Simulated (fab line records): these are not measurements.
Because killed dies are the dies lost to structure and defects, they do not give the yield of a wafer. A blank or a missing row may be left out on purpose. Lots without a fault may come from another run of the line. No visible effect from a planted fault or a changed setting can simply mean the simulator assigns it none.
Which of the tools did it? + flow gf180mcu + 15 lots, 45 wafers sampled, at 6 steps of a route of 602

== WHAT EACH GAUGE READ, for each wafer ==
GF_VT_IMPLANT_OVL_MEAS_40. Usual: for VT_IMPLANT_03_OVL the level is -0.9 nm and the standard deviation is 1.5.
| lot  | measured     | on         | VT_IMPLANT_03_OVL (nm) | flag |
|------|--------------|------------|------------------------|------|
| L372 | day 7 10:22  | overlay-02 | -2.2 -3.0 -0.7         |      |
| L373 | day 7 20:40  | overlay-02 | -2.2 -2.4 -2.3         |      |
| L374 | day 8 05:31  | overlay-01 | -0.7 -2.3 -2.8         |      |
| L377 | day 9 00:49  | overlay-02 | 1.1 0.3 -0.9           |      |
| L379 | day 9 12:16  | overlay-02 | -1.8 -2.3 -2.1         |      |
| L380 | day 9 17:13  | overlay-02 | -0.6 -1.1 -0.1         |      |
| L382 | day 10 04:52 | overlay-01 | 0.9 -1.8 -1.9          |      |
| L383 | day 10 11:10 | overlay-01 | -0.9 -0.6 -0.8         |      |
| L384 | day 10 15:49 | overlay-02 | -1.9 -1.1 -2.3         |      |
| L385 | day 11 02:07 | overlay-01 | -0.3 -2.3 0.9          |      |
| L388 | day 11 21:37 | overlay-02 | -0.9 -0.8 -2.4         |      |
| L392 | day 12 21:07 | overlay-01 | 1.5 1.0 -0.6           |      |
| L393 | day 13 04:46 | overlay-01 | -0.6 0.3 -1.4          |      |
| L394 | day 13 11:58 | overlay-01 | 0.7 -1.6 -2.5          |      |
| L395 | day 14 04:07 | overlay-02 | -3.3 -0.9 -0.2         |      |

GF_POLY_GATE_THK_MEAS_01. Usual: for POLY_GATE_CVD_00_THK the level is 200.2 nm and the standard deviation is 2.
| lot  | measured     | on            | POLY_GATE_CVD_00_THK (nm) | flag |
|------|--------------|---------------|---------------------------|------|
| L372 | day 8 14:20  | film-metro-01 | 198.0 198.5 197.3         |      |
| L373 | day 8 18:32  | film-metro-01 | 196.5 196.8 198.4         |      |
| L374 | day 9 02:44  | film-metro-01 | 203.2 202.7 202.2         |      |
| L377 | day 10 02:30 | film-metro-03 | 195.8 196.8 197.1         |      |
| L379 | day 10 11:31 | film-metro-02 | 196.3 197.5 197.2         |      |
| L380 | day 10 18:52 | film-metro-02 | 200.6 200.6 202.9         |      |
| L382 | day 11 05:55 | film-metro-03 | 202.0 202.5 204.3         |      |
| L383 | day 11 14:54 | film-metro-03 | 150.6 150.6 149.5         | OFF  |
| L384 | day 11 19:20 | film-metro-01 | 150.2 149.1 151.1         | OFF  |
| L385 | day 12 08:05 | film-metro-02 | 149.9 150.0 148.4         | OFF  |
| L388 | day 13 02:25 | film-metro-03 | 202.8 201.0 201.3         |      |
| L392 | day 13 22:53 | film-metro-03 | 200.5 200.3 201.1         |      |
| L393 | day 14 07:25 | film-metro-02 | 201.9 203.2 202.7         |      |
| L394 | day 14 14:59 | film-metro-03 | 200.0 201.7 200.8         |      |
| L395 | day 15 06:49 | film-metro-02 | 201.0 199.1 202.4         |      |

GF_HV_LDD_OVL_MEAS_20. Usual: for HV_LDD_01_OVL the level is 0.3 nm and the standard deviation is 1.5.
| lot  | measured     | on         | HV_LDD_01_OVL (nm) | flag |
|------|--------------|------------|--------------------|------|
| L372 | day 10 20:38 | overlay-02 | -0.6 -2.1 1.6      |      |
| L373 | day 11 00:29 | overlay-02 | 1.6 1.0 0.5        |      |
| L374 | day 11 10:59 | overlay-02 | -1.0 -1.3 0.9      |      |
| L377 | day 12 10:23 | overlay-02 | -0.5 -1.1 -1.1     |      |
| L379 | day 13 00:29 | overlay-02 | -2.7 -0.8 -1.5     |      |
| L380 | day 13 09:41 | overlay-01 | 0.5 4.2 1.3        |      |
| L382 | day 13 19:14 | overlay-01 | 0.4 0.0 0.1        |      |
| L383 | day 14 03:17 | overlay-02 | -0.8 1.4 0.5       |      |
| L384 | day 14 08:26 | overlay-02 | 1.2 0.7 2.1        |      |
| L385 | day 15 00:29 | overlay-02 | 0.5 1.0 0.8        |      |
| L388 | day 15 19:08 | overlay-02 | -0.3 2.4 1.1       |      |
| L392 | day 16 17:02 | overlay-01 | 0.6 0.7 0.6        |      |
| L393 | day 17 02:43 | overlay-02 | -3.1 -1.8 -1.4     |      |
| L394 | day 17 13:52 | overlay-01 | -1.6 0.5 -1.4      |      |
| L395 | day 18 04:38 | overlay-02 | -1.7 -1.5 -0.6     |      |

== WHAT TOOL EACH LOT RAN ON (gives the tool, then ch and the chambers of the sampled wafers, and finally the start) ==
| lot  | GF_NWELL_STRIP_10                   | GF_POLY_GATE_CVD_00         | GF_POLY_GATE_ETCH_13             |
|------|-------------------------------------|-----------------------------|----------------------------------|
| L372 | plasma-asher-04 ch 0,1, day 3 07:33 | lpcvd-02 ch 0, day 8 12:59  | rie-si-02 ch 0,1,3, day 9 07:01  |
| L373 | plasma-asher-02 ch 0,1, day 3 16:33 | lpcvd-02 ch 0, day 8 17:13  | rie-si-02 ch 2,3, day 9 11:16    |
| L374 | plasma-asher-04 ch 0,1, day 4 00:15 | lpcvd-01 ch 0, day 9 01:23  | rie-si-01 ch 0,2, day 9 19:16    |
| L377 | plasma-asher-04 ch 0,1, day 4 14:56 | lpcvd-01 ch 1, day 10 01:09 | rie-si-02 ch 0,3, day 10 19:49   |
| L379 | plasma-asher-02 ch 0,1, day 4 23:45 | lpcvd-01 ch 0, day 10 10:11 | rie-si-02 ch 1,2, day 11 05:37   |
| L380 | plasma-asher-04 ch 0,1, day 5 03:57 | lpcvd-02 ch 1, day 10 17:32 | rie-si-01 ch 1,2, day 11 13:01   |
| L382 | plasma-asher-02 ch 0,1, day 5 14:09 | lpcvd-02 ch 1, day 11 04:34 | rie-si-01 ch 0,1,3, day 12 00:28 |
| L383 | plasma-asher-03 ch 0,1, day 5 18:12 | lpcvd-02 ch 1, day 11 13:34 | rie-si-01 ch 0,2, day 12 09:10   |
| L384 | plasma-asher-02 ch 0,1, day 5 23:23 | lpcvd-02 ch 0, day 11 17:58 | rie-si-01 ch 0,3, day 12 13:37   |
| L385 | plasma-asher-04 ch 0,1, day 6 08:45 | lpcvd-02 ch 0, day 12 06:05 | rie-si-01 ch 0,3, day 13 04:34   |
| L388 | plasma-asher-04 ch 0,1, day 6 23:59 | lpcvd-01 ch 1, day 13 01:04 | rie-si-02 ch 0,3, day 13 23:10   |
| L392 | plasma-asher-02 ch 0,1, day 7 19:56 | lpcvd-01 ch 0, day 13 21:32 | rie-si-02 ch 2,3, day 14 19:58   |
| L393 | plasma-asher-02 ch 0,1, day 8 00:23 | lpcvd-01 ch 0, day 14 06:04 | rie-si-01 ch 0,1,3, day 15 05:10 |
| L394 | plasma-asher-04 ch 0,1, day 8 06:23 | lpcvd-01 ch 0, day 14 13:40 | rie-si-01 ch 1,2,3, day 15 13:13 |
| L395 | plasma-asher-04 ch 0,1, day 8 18:23 | lpcvd-01 ch 1, day 15 05:29 | rie-si-01 ch 0,2, day 16 04:04   |
- GF_NWELL_STRIP_10: strips in O2/N2.
- GF_POLY_GATE_CVD_00: deposits poly-Si, target thk 200 nm, time 1200 s.
- GF_POLY_GATE_ETCH_13: etches poly-Si in HBr/Cl2, stops on SiO2, target depth 198.5 nm, time 72.55 s.

== AS READ BY THE TOOLS THEMSELVES (means over the sampled wafers that have a number; for cases with no such wafer, the mark the record gives instead) ==
GF_NWELL_STRIP_10. Usual: drypump-motor-current-A 5.9 A, standard deviation 0.34; heater-power-w 338 W, standard deviation 29; oes-product-au 0.722 a.u., standard deviation 0.0051; strip-time-to-endpoint-s 37.07 s, standard deviation 0.11.
| lot  | tool            | drypump-motor-current-A (A) | heater-power-w (W) | oes-product-au (a.u.) | strip-time-to-endpoint-s (s) | flag |
|------|-----------------|-----------------------------|--------------------|-----------------------|------------------------------|------|
| L372 | plasma-asher-04 | 6.0                         | 361                | 0.720                 | 37.19                        |      |
| L373 | plasma-asher-02 | 5.9                         | 325                | 0.725                 | 37.08                        |      |
| L374 | plasma-asher-04 | 6.0                         | 366                | 0.726                 | 37.15                        |      |
| L377 | plasma-asher-04 | 6.0                         | 358                | 0.724                 | 36.95                        |      |
| L379 | plasma-asher-02 | 5.8                         | 337                | 0.722                 | 37.22                        |      |
| L380 | plasma-asher-04 | 6.0                         | 363                | 0.724                 | 37.16                        |      |
| L382 | plasma-asher-02 | 5.9                         | 327                | 0.721                 | 37.20                        |      |
| L383 | plasma-asher-03 | 6.0                         | 332                | 0.723                 | 37.08                        |      |
| L384 | plasma-asher-02 | 5.7                         | 331                | 0.723                 | 36.93                        |      |
| L385 | plasma-asher-04 | 6.0                         | 362                | 0.715                 | 36.97                        |      |
| L388 | plasma-asher-04 | 5.8                         | 338                | 0.721                 | 37.24                        |      |
| L392 | plasma-asher-02 | 5.9                         | 328                | 0.726                 | 36.94                        |      |
| L393 | plasma-asher-02 | 5.7                         | 335                | 0.725                 | 37.00                        |      |
| L394 | plasma-asher-04 | 6.0                         | 363                | 0.723                 | 37.15                        |      |
| L395 | plasma-asher-04 | 6.0                         | 370                | 0.721                 | 37.04                        |      |

GF_POLY_GATE_CVD_00. Usual: for spike-tc-bottom-C, 637.0 C with a standard deviation of 1.7; for spike-tc-centre-C, 620.7 C with a standard deviation of 1.4; for spike-tc-lower-C, 619.7 C with a standard deviation of 1.4; for spike-tc-top-C, 638.6 C with a standard deviation of 1.6; for spike-tc-upper-C, 619.2 C with a standard deviation of 1.4; for susceptor-temp-C, 620.00 C with a standard deviation of 0.29; for zone-power-lower-pct, 8.5 % with a standard deviation of 0.97.
| lot  | tool     | spike-tc-bottom-C (C) | spike-tc-centre-C (C) | spike-tc-lower-C (C) | spike-tc-top-C (C) | spike-tc-upper-C (C) | susceptor-temp-C (C) | zone-power-lower-pct (%) | flag |
|------|----------|-----------------------|-----------------------|----------------------|--------------------|----------------------|----------------------|--------------------------|------|
| L372 | lpcvd-02 | 634.8                 | 620.4                 | 621.2                | 638.6              | 619.8                | 620.09               | 8.8                      |      |
| L373 | lpcvd-02 | 634.5                 | 619.8                 | 620.4                | 637.9              | 620.8                | 619.65               | 8.7                      |      |
| L374 | lpcvd-01 | 638.1                 | 619.9                 | 618.7                | 638.5              | 619.3                | 619.98               | 7.4                      |      |
| L377 | lpcvd-01 | 638.3                 | 622.4                 | 620.3                | 637.1              | 619.0                | 620.36               | 9.1                      |      |
| L379 | lpcvd-01 | 637.7                 | 619.9                 | 617.8                | 638.0              | 618.7                | 620.02               | 7.4                      |      |
| L380 | lpcvd-02 | 637.4                 | 620.9                 | 620.2                | 641.1              | 618.5                | 620.00               | 10.3                     |      |
| L382 | lpcvd-02 | 636.3                 | 620.0                 | 621.3                | 642.0              | 617.9                | 620.11               | 10.2                     |      |
| L383 | lpcvd-02 | 624.1                 | 608.0                 | 609.0                | 630.1              | 606.8                | 607.40               | 9.9                      | OFF  |
| L384 | lpcvd-02 | 623.1                 | 607.7                 | 608.6                | 626.5              | 609.2                | 607.78               | 8.4                      | OFF  |
| L385 | lpcvd-02 | 622.7                 | 607.6                 | 608.4                | 626.3              | 608.0                | 607.75               | 8.4                      | OFF  |
| L388 | lpcvd-01 | 638.0                 | 622.2                 | 620.5                | 637.5              | 619.1                | 619.81               | 9.2                      |      |
| L392 | lpcvd-01 | 638.5                 | 620.5                 | 617.8                | 639.1              | 618.2                | 620.01               | 7.4                      |      |
| L393 | lpcvd-01 | 637.8                 | 619.6                 | 619.3                | 638.4              | 618.5                | 620.13               | 7.4                      |      |
| L394 | lpcvd-01 | 638.2                 | 621.5                 | 619.8                | 638.1              | 618.0                | 619.95               | 7.3                      |      |
| L395 | lpcvd-01 | 638.3                 | 623.5                 | 619.7                | 636.2              | 620.2                | 620.16               | 9.1                      |      |

GF_POLY_GATE_ETCH_13. Usual: drypump-motor-current-A 5.9 A, standard deviation 0.43; oes-product-au 0.984 a.u., standard deviation 0.007; throttle-valve-pct 33.686 %, standard deviation 0.0099.
| lot  | tool      | drypump-motor-current-A (A) | oes-product-au (a.u.) | throttle-valve-pct (%) | flag |
|------|-----------|-----------------------------|-----------------------|------------------------|------|
| L372 | rie-si-02 | 6.0                         | 0.976                 | 33.685                 |      |
| L373 | rie-si-02 | 6.2                         | 0.976                 | 33.681                 |      |
| L374 | rie-si-01 | 5.7                         | 0.987                 | 33.685                 |      |
| L377 | rie-si-02 | 6.1                         | 0.978                 | 33.683                 |      |
| L379 | rie-si-02 | 6.1                         | 0.979                 | 33.688                 |      |
| L380 | rie-si-01 | 5.6                         | 0.991                 | 33.682                 |      |
| L382 | rie-si-01 | 5.5                         | 0.992                 | 33.696                 |      |
| L383 | rie-si-01 | 5.7                         | 0.818                 | 33.684                 | OFF  |
| L384 | rie-si-01 | 6.0                         | 0.812                 | 33.687                 | OFF  |
| L385 | rie-si-01 | 6.0                         | 0.813                 | 33.690                 | OFF  |
| L388 | rie-si-02 | 6.0                         | 0.990                 | 33.681                 |      |
| L392 | rie-si-02 | 6.2                         | 0.990                 | 33.687                 |      |
| L393 | rie-si-01 | 5.5                         | 0.983                 | 33.690                 |      |
| L394 | rie-si-01 | 5.8                         | 0.978                 | 33.685                 |      |
| L395 | rie-si-01 | 5.5                         | 0.986                 | 33.699                 |      |

== THE ANSWER, worked out from the rows above alone ==
Rule: lot off if the mean of its wafers having a number is beyond 3 standard deviations from the usual mean. A lot without any number at a reading at which 4 lots or more have one is off too. Any other lot the step has rows for is counted as sound. After the gauges, taken in route order, come the tools' own readings; for these a lot's mean is taken, as printed above. At the first step where some lot is off, the reading lying furthest off is the one used; lots without a number count as furthest.
Off: L383, L384, L385, seen at GF_POLY_GATE_THK_MEAS_01 (POLY_GATE_CVD_00_THK).
A tool fits if, at a process step before that reading, it ran every lot that is off, and no sound lot after the first of them. The gauges at GF_POLY_GATE_THK_MEAS_01 aren't tried: what is off there is off at GF_POLY_GATE_CVD_00 too, on other tools, and a gauge's error can't cause that. One fits: lpcvd-02 at GF_POLY_GATE_CVD_00. A fault onset in the window from L382 (day 11 04:34, its last sound lot) to L383 (day 11 13:34, its first lot off) fits.
The tool's own readings at GF_POLY_GATE_CVD_00 bear it out: on the lots that are off they differ by more than 5 times the standard deviation of the sound lots' means. spike-tc-bottom-C reads 623.3 C there against 637.3 C on the sound lots; spike-tc-centre-C reads 607.8 C there against 620.9 C on the sound lots; spike-tc-lower-C reads 608.7 C there against 619.8 C on the sound lots; spike-tc-top-C reads 627.6 C there against 638.5 C on the sound lots; spike-tc-upper-C reads 608.0 C there against 619.0 C on the sound lots; susceptor-temp-C reads 607.64 C there against 620.02 C on the sound lots.

== WHAT WAS PUT IN BY THE SIMULATOR ==
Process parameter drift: lpcvd-02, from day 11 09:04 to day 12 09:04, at GF_POLY_GATE_CVD_00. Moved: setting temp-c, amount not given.
Struck lots among those shown: L383, L384, L385. The rule above found the same.
